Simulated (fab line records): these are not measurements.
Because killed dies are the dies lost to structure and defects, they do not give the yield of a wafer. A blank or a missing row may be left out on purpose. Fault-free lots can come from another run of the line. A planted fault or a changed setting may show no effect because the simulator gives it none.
Which tool is to blame? :: flow gf180mcu :: 39 wafers sampled from 13 lots at 1 step of a route of 602

## WHAT THE GAUGES SHOWED, per wafer
GF_V3_CD_MEAS_14: the cd target is 260 nm. Usual: cd-nm reads 260.2 nm (standard deviation 1.3).
lot: L166
measured: day 22 13:50
on: cd-sem-01
cd-nm (nm): 259.4 260.3 259.9
flag: 

lot: L167
measured: day 23 02:10
on: cd-sem-02
cd-nm (nm): 259.8 257.6 260.0
flag: 

lot: L168
measured: day 23 13:44
on: cd-sem-02
cd-nm (nm): 259.9 261.2 260.6
flag: 

lot: L169
measured: day 24 02:26
on: cd-sem-02
cd-nm (nm): 259.8 256.7 259.3
flag: 

lot: L171
measured: day 24 15:38
on: cd-sem-02
cd-nm (nm): 260.4 260.9 261.4
flag: 

lot: L173
measured: day 25 07:23
on: cd-sem-02
cd-nm (nm): 261.5 261.0 260.8
flag: 

lot: L179
measured: day 27 03:27
on: cd-sem-02
cd-nm (nm): 258.4 258.5 258.3
flag: 

lot: L180
measured: day 27 14:53
on: cd-sem-02
cd-nm (nm): 261.1 260.7 261.7
flag: 

lot: L181
measured: day 27 19:49
on: cd-sem-02
cd-nm (nm): 259.2 261.2 261.0
flag: 

lot: L183
measured: day 28 10:11
on: cd-sem-02
cd-nm (nm): 257.5 259.3 261.2
flag: 

lot: L185
measured: day 29 00:23
on: cd-sem-02
cd-nm (nm): 259.9 259.1 259.2
flag: 

lot: L186
measured: day 29 06:40
on: cd-sem-02
cd-nm (nm): 259.9 259.9 260.0
flag: 

lot: L187
measured: day 29 14:38
on: cd-sem-02
cd-nm (nm): 260.6 260.5 260.6
flag: 

## TOOL THAT RAN EACH LOT (tool first, then ch and the chambers of the sampled wafers, then the start)
The record holds no process step before these readings.

## WHAT THE TOOLS THEMSELVES READ (means of the sampled wafers that have a number; where no wafer has one, the mark that the record gives instead)
The record holds no such reading with a usual standard deviation.

## THE ANSWER, worked out from the rows above alone
Rule: take the mean of a lot's wafers that have a number; if it is more than 3 standard deviations from the usual mean, the lot is off. A lot without any number at a reading at which 4 lots or more have one is off too. All remaining lots with rows at the step are treated as sound. Order of review: gauges by route order, followed by the tools' own readings, for which a lot's mean as printed above is used. The first step at which some lot is off is used, and at that step the reading that is off furthest; a lot without a number counts as furthest.
Nothing can be told from this: no lot is off at any reading shown.

## WHAT HAD BEEN PUT IN BY THE SIMULATOR
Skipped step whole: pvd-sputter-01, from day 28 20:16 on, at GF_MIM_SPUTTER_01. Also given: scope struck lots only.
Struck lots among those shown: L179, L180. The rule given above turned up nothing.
